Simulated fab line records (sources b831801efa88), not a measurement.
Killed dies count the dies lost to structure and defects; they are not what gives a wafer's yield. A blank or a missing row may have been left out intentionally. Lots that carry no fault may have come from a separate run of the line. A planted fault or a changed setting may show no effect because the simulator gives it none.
Chamber matching | flow gf180mcu | GF_STI_CMP_25 on cmp-01: 4 sister chambers
The step polishes, stops on Si3N4, t overpolish 33 s, target thk 524.6 nm. 8 wafers are shown with their chamber, then 8 later ones without.

== WAFERS WITH THEIR CHAMBER ==
wafer  | chamber | motor-current-A (A) | time-to-endpoint-s (s)
L589.5 | 3       | 10.9                | 114
L600.2 | 2       | 12.8                | 117
L600.3 | 0       | 14.0                | 128
L600.6 | 0       | 13.6                | 130
L601.3 | 3       | 11.0                | 118
L601.5 | 2       | 12.7                | 118
L601.6 | 1       | 12.1                | 116
L603.1 | 1       | 12.2                | 118

== WAFERS MISSING THEIR CHAMBER ==
wafer  | motor-current-A (A) | time-to-endpoint-s (s)
L603.2 | 11.1                | 115
L603.5 | 13.1                | 115
L604.3 | 12.7                | 120
L604.4 | 14.4                | 125
L604.5 | 14.5                | 124
L606.1 | 12.2                | 118
L606.2 | 11.0                | 125
L606.4 | 13.6                | 123

== CHAMBER TAKEN BY EACH ==
wafer  | from the rows above | in truth
L603.2 | 3                   | 3
L603.5 | 2                   | 2
L604.3 | 2                   | 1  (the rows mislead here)
L604.4 | 0                   | 0
L604.5 | 0                   | 0
L606.1 | 1                   | 1
L606.2 | 3                   | 3
L606.4 | 0                   | 0
Correctly placed: 7 of 8. Left unplaced by these rows: 0. Wrongly placed: 1.
How it was worked out, from the rows above alone: a wafer's distance from a chamber is the root of the sum, over the readings, of the square of ((its reading less the chamber's mean) divided by the reading's scatter). If the next closest chamber is less than 2 further off than the closest, the wafer can't be placed; otherwise it belongs to the closest. For every chamber, the mean is computed from those of its wafers that are shown. The scatter is the square root of a quotient: the sum, over the shown wafers, of each reading's squared deviation from its chamber's mean, divided by wafers minus chambers.
